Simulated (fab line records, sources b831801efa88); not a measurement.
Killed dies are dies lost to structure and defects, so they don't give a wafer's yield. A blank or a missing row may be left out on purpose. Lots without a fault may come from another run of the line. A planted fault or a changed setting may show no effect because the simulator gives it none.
fab line records | flow sky130
record lots=12 wafers=36 last_day=50
route steps=708 shown LOCAL_INTERCONNECT@387 PAD_OPEN@708
lots that met no fault: from a run of the same line without faults
start_h: hours from the record's first day to the start of the lot's first wafer shown | wait_h: hours since the lot's step before | " the same as in the row above | L1.1+2: a row that stands for several wafers | - no value, or no start given | * or withheld: withheld | < > ~ a bound
route shown NAME@n: a module of which the file shows steps, and the number in the route of the first | usual: mean/standard deviation of fault-free wafers | same: alike in all rows | chamber/n: place in a boat | sites: the reading at each site | _std_site: their standard deviation | _edge_site: outer sites' mean less inner sites' | radius_mm: how far each site lies from the wafer's centre | mask NAME#n: copy n | behind: the tool/chamber that last shaped the wafer | hold: why the lot was held/for how many hours/how that ended | device: the transistor (n, p or np) that didn't switch | end of line: the same wafers' tests at the end of the route | a step without rows: its recipe alone | killed: dies lost to structure and defects at the first sort, not the wafer's yield | map: a wafer's dies, x killed, . not, _ none there
set.NAME: the setting as run; set.NAME@STEP: as run at that earlier step | model.NAME: the simulator's own value behind a step, which no gauge read
steps of the route over a sample of lots; a table a step, a row a wafer
services: from which hour (start_h, from the record's first day; less than 0 if before it) a tool's chamber was out of use, for how many hours, and why
## steps
# step SKY_LOCAL_INTERCONNECT_SPUTTER_00
# recipe material=TiN target_thk_nm=100 temp_c=300 power_w=6500 time_s=83.3 chamber_pressure_pa=0.4
# usual chamber_pressure_pa=0.3999/0.00078 throttle_valve_pct=29.8/1.2
# columns lot.wafer tool chamber start_h wait_h chamber_pressure_pa throttle_valve_pct
L380.1 pvd_sputter-03 - 694.80 0.2 0.4010 30.0
L380.2 " - " " 0.4004 30.6
L380.3 " - " " 0.4007 29.7
L381.2 pvd_sputter-01 - 716.99 0.2 0.3996 32.2
L381.3 " - " " 0.4003 30.2
L381.4 " - " " 0.3990 32.6
L383.1 pvd_sputter-02 - 718.65 0.1 0.3992 29.2
L383.3 " - " " 0.3980 29.9
L383.4 " - " " 0.4003 27.0
L382.1 pvd_sputter-02 - 720.81 0.2 0.4011 29.9
L382.4 " - " " 0.3993 29.1
L382.6 " - " " 0.3994 30.1
L385.1 pvd_sputter-03 - 731.11 0.1 0.3979 29.5
L385.2 " - " " 0.4003 31.0
L385.6 " - " " 0.4002 30.2
L387.1 pvd_sputter-03 - 745.21 0.2 0.3998 30.2
L387.4 " - " " 0.3987 29.7
L387.6 " - " " 0.4007 30.9
L390.1 pvd_sputter-03 - 768.20 0.1 0.3990 30.3
L390.3 " - " " 0.3992 29.6
L390.5 " - " " 0.3993 30.6
L393.4 pvd_sputter-01 - 794.69 0.2 0.4005 29.1
L393.5 " - " " 0.4008 30.1
L393.6 " - " " 0.3986 32.0
L395.1 pvd_sputter-01 - 811.04 0.2 0.3988 30.0
L395.2 " - " " 0.3980 29.4
L395.4 " - " " 0.4011 29.9
L399.1 pvd_sputter-02 - 831.83 0.2 0.4005 29.1
L399.3 " - " " 0.3999 29.6
L399.6 " - " " 0.4003 27.6
L400.1 pvd_sputter-02 - 833.59 0.1 0.4003 30.2
L400.2 " - " " 0.3992 29.5
L400.5 " - " " 0.4003 27.7
L402.4 pvd_sputter-02 - 841.19 0.2 0.3993 27.4
L402.5 " - " " 0.4003 30.0
L402.6 " - " " 0.3996 27.6
# step SKY_LOCAL_INTERCONNECT_RS_MEAS_01
# recipe thk_meas_gauge=four-point-probe reads=TiN_of_LOCAL_INTERCONNECT_SPUTTER_00
# usual LOCAL_INTERCONNECT_TIN_RS=14.10/0.15
# columns lot.wafer tool chamber start_h wait_h hold LOCAL_INTERCONNECT_TIN_RS[ohm/sq]
L380.1 film_metro-04 - 694.86 0.0 - 14.10
L380.2 " - " " - 14.05
L380.3 " - " " - 14.22
L381.2 film_metro-02 - 717.07 0.1 - 13.99
L381.3 " - " " - 13.79
L381.4 " - " " - 14.07
L383.1 film_metro-01 - 718.71 0.0 - 14.14
L383.3 " - " " - 14.15
L383.4 " - " " - 14.15
L382.1 film_metro-01 - 720.88 0.0 - 14.31
L382.4 " - " " - 14.25
L382.6 " - " " - 14.36
L385.1 film_metro-01 - 731.18 0.0 - 14.19
L385.2 " - " " - 14.21
L385.6 " - " " - 14.01
L387.1 film_metro-04 - 745.28 0.0 await_dispo/0.2h/release 14.10
L387.4 " - " " await_dispo/0.2h/release 14.78
L387.6 " - " " await_dispo/0.2h/release 14.19
L387.1 film_metro-04 - 745.56 0.3 - 14.10
L387.4 " - " " - 14.77
L387.6 " - " " - 14.17
L390.1 film_metro-04 - 768.27 0.0 - 14.04
L390.3 " - " " - 14.68
L390.5 " - " " - 14.23
L393.4 film_metro-02 - 794.81 0.1 - 13.91
L393.5 " - " " - 13.95
L393.6 " - " " - 14.05
L395.1 film_metro-04 - 811.11 0.0 - 14.00
L395.2 " - " " - 13.91
L395.4 " - " " - 14.13
L399.1 film_metro-01 - 831.89 0.0 - 14.23
L399.3 " - " " - 14.07
L399.6 " - " " - 14.33
L400.1 film_metro-01 - 833.65 0.0 - 14.26
L400.2 " - " " - 14.07
L400.5 " - " " - 14.37
L402.4 film_metro-04 - 841.31 0.1 - 14.10
L402.5 " - " " - 14.12
L402.6 " - " " - 14.17
# step SKY_LOCAL_INTERCONNECT_THK_MEAS_02
# recipe thk_meas_gauge=xrf reads=TiN_of_LOCAL_INTERCONNECT_SPUTTER_00
# usual LOCAL_INTERCONNECT_TIN_THK=100.6/1.1
# columns lot.wafer tool chamber start_h wait_h hold LOCAL_INTERCONNECT_TIN_THK[nm]
L380.1 film_metro-04 - 694.98 0.1 - 101.2
L380.2 " - " " - 102.0
L380.3 " - " " - 100.1
L381.2 film_metro-02 - 717.18 0.1 - 102.3
L381.3 " - " " - 103.1
L381.4 " - " " - 101.7
L383.1 film_metro-01 - 718.83 0.1 - 100.6
L383.3 " - " " - 100.0
L383.4 " - " " - 100.2
L382.1 film_metro-01 - 721.00 0.1 - 98.7
L382.4 " - " " - 99.5
L382.6 " - " " - 98.9
L385.1 film_metro-01 - 731.30 0.1 - 100.4
L385.2 " - " " - 99.5
L385.6 " - " " - 101.6
L387.1 film_metro-04 - 749.92 4.3 await_dispo/4.2h/release 100.8
L387.4 " - " " await_dispo/4.2h/release 96.4
L387.6 " - " " await_dispo/4.2h/release 100.0
L390.1 film_metro-04 - 768.39 0.1 await_dispo/0.2h/release 100.6
L390.3 " - " " await_dispo/0.2h/release 96.4
L390.5 " - " " await_dispo/0.2h/release 99.7
L390.1 film_metro-04 - 768.61 0.2 - 100.8
L390.3 " - " " - 96.4
L390.5 " - " " - 99.8
L393.4 film_metro-02 - 794.90 0.1 - 102.9
L393.5 " - " " - 101.6
L393.6 " - " " - 101.7
L395.1 film_metro-04 - 811.23 0.1 - 101.0
L395.2 " - " " - 101.1
L395.4 " - " " - 99.5
L399.1 film_metro-01 - 832.01 0.1 - 99.5
L399.3 " - " " - 101.3
L399.6 " - " " - 99.4
L400.1 film_metro-01 - 833.77 0.1 - 99.5
L400.2 " - " " - 101.3
L400.5 " - " " - 99.3
L402.4 film_metro-04 - 841.40 0.1 - 100.4
L402.5 " - " " - 100.2
L402.6 " - " " - 100.2
# step SKY_LOCAL_INTERCONNECT_METAL_ETCH_14
# recipe target_depth_nm=110 stop_on=PSG chemistry=Cl2/BCl3 target=TiN resist_sidewall_deg=88 pressure_mtorr=10 icp_w=900 bias_w=48.5 Cl2_flow_sccm=60 bcl3_flow_sccm=30 time_s=31.4
# usual drypump_motor_current_A=5.9/0.49 mfc_cl2_sccm=60.01/0.17 oes_product_au=0.943/0.0074 rf_fwd_power_W=890/4 throttle_valve_pct=21.900/0.0098
# same time_s=31.4
# columns lot.wafer tool chamber start_h wait_h drypump_motor_current_A mfc_cl2_sccm oes_product_au rf_fwd_power_W rf_hours_counter_h throttle_valve_pct
L380.1 rie_metal-02 1 722.63 0.0 6.0 59.81 0.935 892 0 21.908
L380.2 " 0 " " 5.1 59.70 0.941 888 10 21.897
L380.3 " 0 " " 5.1 59.61 0.928 885 - 21.903
L381.2 rie_metal-01 0 744.79 0.0 5.9 60.19 0.948 884 16 21.910
L381.3 " 1 " " 6.1 60.10 0.952 886 - 21.881
L381.4 " 0 " " 5.9 59.76 0.952 889 - 21.894
L383.1 rie_metal-04 1 746.18 0.0 5.4 59.88 0.934 892 4 21.899
L383.3 " 1 " " 5.4 59.75 0.939 892 - 21.879
L383.4 " 0 " " 6.6 60.02 0.952 893 - 21.889
L382.1 rie_metal-04 0 748.70 0.1 6.6 59.97 0.935 890 7 21.902
L382.4 " 0 " " 6.6 60.06 0.939 895 - 21.895
L382.6 " 0 " " 6.6 60.11 0.925 892 - 21.898
L385.1 rie_metal-02 0 758.55 0.1 5.1 60.03 0.942 880 12 21.903
L385.2 " 0 " " 5.1 60.46 0.930 884 - 21.917
L385.6 " 0 " " 5.1 59.82 0.947 885 - 21.907
L387.1 rie_metal-02 0 772.94 0.0 5.1 59.69 0.944 886 13 21.900
L387.4 " 1 " " 6.0 59.75 0.918 890 - 21.911
L387.6 " 0 " " 5.1 59.97 0.936 883 - 21.879
L390.1 rie_metal-04 1 794.88 0.0 5.4 59.83 0.945 891 5 21.884
L390.3 " 1 " " 5.4 60.11 0.926 890 - 21.919
L390.5 " 0 " " 6.6 60.03 0.938 889 - 21.908
L393.4 rie_metal-02 0 822.10 0.0 5.1 60.03 0.952 886 - 21.900
L393.5 " 1 " " 5.9 60.43 0.947 891 - 21.893
L393.6 " 0 " " 5.1 60.01 0.953 891 - 21.890
L395.1 rie_metal-01 0 836.86 0.0 5.9 60.00 0.947 887 2 21.873
L395.2 " 1 " " 6.1 59.69 0.943 892 8 21.890
L395.4 " 0 " " 5.9 59.93 0.949 890 - 21.894
L399.1 rie_metal-04 0 858.36 0.0 6.6 59.73 0.940 893 10 21.894
L399.3 " 1 " " 5.4 60.03 0.940 895 - 21.900
L399.6 " 1 " " 5.4 60.04 0.940 892 - 21.915
L400.1 rie_metal-01 1 860.25 0.0 6.1 59.74 0.942 888 9 21.894
L400.2 " 0 " " 5.9 59.82 0.946 886 3 21.893
L400.5 " 0 " " 5.9 59.60 0.933 887 - 21.905
L402.4 rie_metal-02 1 867.60 0.1 6.0 60.02 0.944 894 - 21.906
L402.5 " 1 " " 6.0 59.85 0.947 894 - 21.904
L402.6 " 1 " " 6.0 60.25 0.938 894 - 21.905
# step SKY_PAD_OPEN_PROBE_99
# usual killed_at_M0_to_M3=44/6.5 killed_at_M4_up=3.3/1.9 killed_at_contacts=24/5.3 killed_at_front_end=15/4.5 killed_at_other=0.3/0.58 killed_dies=87/9.3 killed_on_rim=17/4.2 killed_open=48/6.6 killed_short=39/6.1
# same gross_dies=492 killed_at_back_side=0
# columns lot.wafer tool chamber start_h wait_h killed_at_M0_to_M3 killed_at_M4_up killed_at_contacts killed_at_front_end killed_at_other killed_dies killed_on_rim killed_open killed_short
L383.1 prober-02 - 1106.05 0.1 46 6 21 19 0 92 20 46 46
L383.3 prober-02 - 1106.15 0.2 34 1 15 10 0 60 9 31 29
L383.4 prober-02 - 1106.20 0.2 43 4 18 23 0 88 20 42 46
L390.1 prober-02 - 1143.13 0.1 45 5 25 11 0 86 16 43 43
L393.5 prober-01 - 1159.81 0.2 46 2 25 21 0 94 19 58 36
L393.6 prober-01 - 1159.86 0.2 41 2 27 14 0 84 22 51 33
# killed by level:class
L383.1 VIA3:geometric_particle:open=10 FIELD_ISO:geometric_particle:open=6 LOCAL_INTERCONNECT:geometric_particle:short=6 METAL1:geometric_particle:short=6 CONTACT:geometric_particle:open=6 VIA1:geometric_particle:open=6 VIA2:geometric_particle:open=5 FIELD_ISO:geometric_particle:short=4
L383.3 CONTACT:geometric_particle:open=8 VIA1:geometric_particle:short=7 LI_CONTACT:geometric_particle:open=6 METAL2:geometric_particle:short=6 FIELD_ISO:geometric_particle:short=5 METAL1:geometric_particle:short=4 VIA1:geometric_particle:open=4 VIA2:geometric_particle:open=3
L383.4 VIA1:geometric_particle:open=12 POLY_GATE:geometric_particle:short=8 CONTACT:geometric_particle:open=8 METAL1:geometric_particle:short=8 METAL2:geometric_particle:short=7 VIA3:geometric_particle:open=7 FIELD_ISO:geometric_particle:open=6 LI_CONTACT:geometric_particle:open=5
L390.1 VIA1:geometric_particle:open=13 VIA3:geometric_particle:open=8 LI_CONTACT:geometric_particle:open=6 LOCAL_INTERCONNECT:geometric_particle:short=6 CONTACT:geometric_particle:open=6 METAL2:geometric_particle:short=6 CONTACT:geometric_particle:short=5 FIELD_ISO:geometric_particle:short=4
L393.5 CONTACT:geometric_particle:open=12 VIA1:geometric_particle:open=12 FIELD_ISO:geometric_particle:open=8 METAL2:geometric_particle:short=6 VIA3:geometric_particle:open=6 POLY_GATE:geometric_particle:short=5 LI_CONTACT:geometric_particle:open=5 CONTACT:geometric_particle:short=5
L393.6 CONTACT:geometric_particle:open=16 VIA1:geometric_particle:open=9 METAL3:geometric_particle:short=6 VIA3:geometric_particle:open=6 LI_CONTACT:geometric_particle:open=5 METAL1:geometric_particle:short=5 POLY_GATE:geometric_particle:open=4 CONTACT:geometric_particle:short=4
## services
# columns tool chamber start_h hours kind
rie_metal-02 1 676.28 - clean
rie_metal-02 1 676.28 26.2 scheduled_down
rie_metal-02 1 676.28 26.2 vent_cycle
rie_metal-01 - 735.27 1.3 repair
pvd_sputter-01 - 746.27 0.8 repair
rie_metal-04 1 746.35 6.7 repair
rie_metal-02 1 748.60 11.2 repair
rie_metal-01 0 764.40 - clean
rie_metal-01 0 764.40 23.6 scheduled_down
rie_metal-01 0 764.40 23.6 vent_cycle
pvd_sputter-01 - 786.95 2.5 repair
pvd_sputter-03 - 787.78 8.4 repair
pvd_sputter-03 - 811.49 1.1 repair
rie_metal-01 - 814.09 0.9 repair
rie_metal-02 1 815.48 4.7 repair
pvd_sputter-03 - 833.76 3.3 repair
pvd_sputter-02 - 838.35 2.4 repair
rie_metal-04 - 843.76 1.0 repair
rie_metal-02 0 848.34 - clean
rie_metal-02 0 848.34 26.3 scheduled_down
rie_metal-02 0 848.34 26.3 vent_cycle
rie_metal-01 1 848.96 3.0 repair
pvd_sputter-02 - 855.48 1.1 repair
## key
first_sign step=SKY_LOCAL_INTERCONNECT_RS_MEAS_01 reading=visit direction=added
effect step=SKY_LOCAL_INTERCONNECT_RS_MEAS_01 reading=LOCAL_INTERCONNECT_TIN_RS direction=up sigmas=4.2 usual=14.10 struck=14.73
effect step=SKY_LOCAL_INTERCONNECT_THK_MEAS_02 reading=visit direction=added
effect step=SKY_LOCAL_INTERCONNECT_METAL_ETCH_14 reading=oes_product_au direction=down sigmas=2.8 usual=0.943 struck=0.922
met_at SKY_LOCAL_INTERCONNECT_SPUTTER_00
struck_lots L387,L390
struck_wafers L387.4,L390.3
tester_left_out L387,L390
onset_between 731.11 745.21
fault kind=process_parameter_drift tool=pvd_sputter-03 chamber=- onset_h=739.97 steps=SKY_LOCAL_INTERCONNECT_SPUTTER_00 channel=target_thk_nm offset=-4.087 shape=step end_h=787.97 scope=struck_wafers_only acts_in=these_recipes_only stated=100
# tester_left_out: of these lots the tester's yield and bins aren't shown, on N5 and GAA mostly nor the transistor test; their killed dies are dies lost to structure and defects alone, not to doping, threshold or leakage, so they don't give the yield
